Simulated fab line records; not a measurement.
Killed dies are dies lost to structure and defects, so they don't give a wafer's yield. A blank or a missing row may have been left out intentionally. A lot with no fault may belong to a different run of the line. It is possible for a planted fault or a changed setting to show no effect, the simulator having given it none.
8D (eight disciplines) problem report, filled in by code    flow gf180mcu    the parts of the form that need people (team, actions taken, sign-off) are left out

## 1. WHAT WENT WRONG
Across 3 wafers from 3 lots, NSD_RS at GF_PSD_RS_MEAS_14 averages 45.02 ohm/sq, while fault-free wafers read 46.10 ohm/sq with a standard deviation of 0.077. Measured from the usual mean, that is -14 standard deviations.
The step: measures by four-point-probe.
Seen first at day 19 17:52 on film_metro-02, wafer L809.4. At this step, 37 wafers from 13 lots have a number in the record. Rule for "out", or "out of limits": more than 4 standard deviations from the usual mean. All remaining wafers that have a number are taken as sound.

## 2. WHAT IT IS, WHAT IT ISN'T
question                     is                            is not
which readings at this step  NSD_RS                        -
which lots                   L809, L810, L811              L795, L798, L799, L802, L804, L805, L806, L807, L808, L818
which wafers of those lots   L809.4, L810.6, L811.6        L809.2, L809.5, L810.2, L811.3
read on which gauges         film_metro-02, film_metro-03  film_metro-01
when                         from day 19 17:52             up to then (29 sound wafers); but 5 sound wafers of L810, L811, L818 came after

## 3. WHAT RULES OUT EACH SUSPECT
Counting: a tool at a process step up to the reading stays a suspect if it ran every lot that is out. Sound lots after the first of them don't rule it out here, since some wafers of a struck lot are sound.
- ruled out: the gauge at GF_PSD_RS_MEAS_14. 2 gauges (film_metro-02, film_metro-03) read the wafers that are out.
- implanter-03 at GF_NSD_IMPLANT_09: kept. It ran every lot that is out, first L809 (day 18 15:57); its last sound lot up to then is L808 (day 17 18:39). Its own readings are out on those wafers: beam_on_s, faraday_current_uA.
The count leaves implanter-03 at GF_NSD_IMPLANT_09.

## 4. THE CAUSE (what the simulator had put in)
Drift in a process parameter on implanter-03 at GF_NSD_IMPLANT_09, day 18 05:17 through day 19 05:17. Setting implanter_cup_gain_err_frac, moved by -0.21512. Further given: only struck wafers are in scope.
Counting left only this tool.

## 5. THE EFFECT CHAIN, in route order
One row per reading whose mean, taken over the struck wafers that have a number, lies over 3 standard deviations from the usual. Scope: only readings with a usual standard deviation given in the record; hours: median across lots of the time from each lot's start at the first step in this table that gives one to its start at this step; sigmas: change in usual standard deviations.
hours  step               reading                   usual         on struck wafers  change  sigmas
0      GF_NSD_IMPLANT_09  beam_on_s                 17.9 s        22.6              +4.7    +13
0      GF_NSD_IMPLANT_09  faraday_current_uA        12251         9724              -2527   -10
0      GF_NSD_STRIP_11    strip_time_to_endpoint_s  22.94 s       23.71             +0.77   +21
26     GF_PSD_RS_MEAS_14  NSD_RS                    46.10 ohm/sq  45.02             -1.08   -14
Its process steps:
- GF_NSD_IMPLANT_09
- GF_NSD_STRIP_11: strips in O2/N2.
Later steps that measure or inspect, where all struck wafers having a row at the step show a number for every such reading and not one has moved that far: GF_V1_RS_MEAS_24, GF_M3_CD_MEAS_14, GF_V3_THK_MEAS_01.

## 6. HOW IT WOULD HAVE BEEN CAUGHT EARLIER
The first out-of-limits reading at a measuring or inspecting step in this record came at day 19 17:52, 37 hours after the fault's start at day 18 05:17.
The tool's own readings at GF_NSD_IMPLANT_09 were out on every struck wafer that the step has a row for (beam_on_s, faraday_current_uA): an alarm limit on them would have fired on the first of those.
All the lots that are out (3) had begun GF_NSD_IMPLANT_09 on implanter-03 by day 19 17:52. A hold on the tool at that time would have spared none of them.
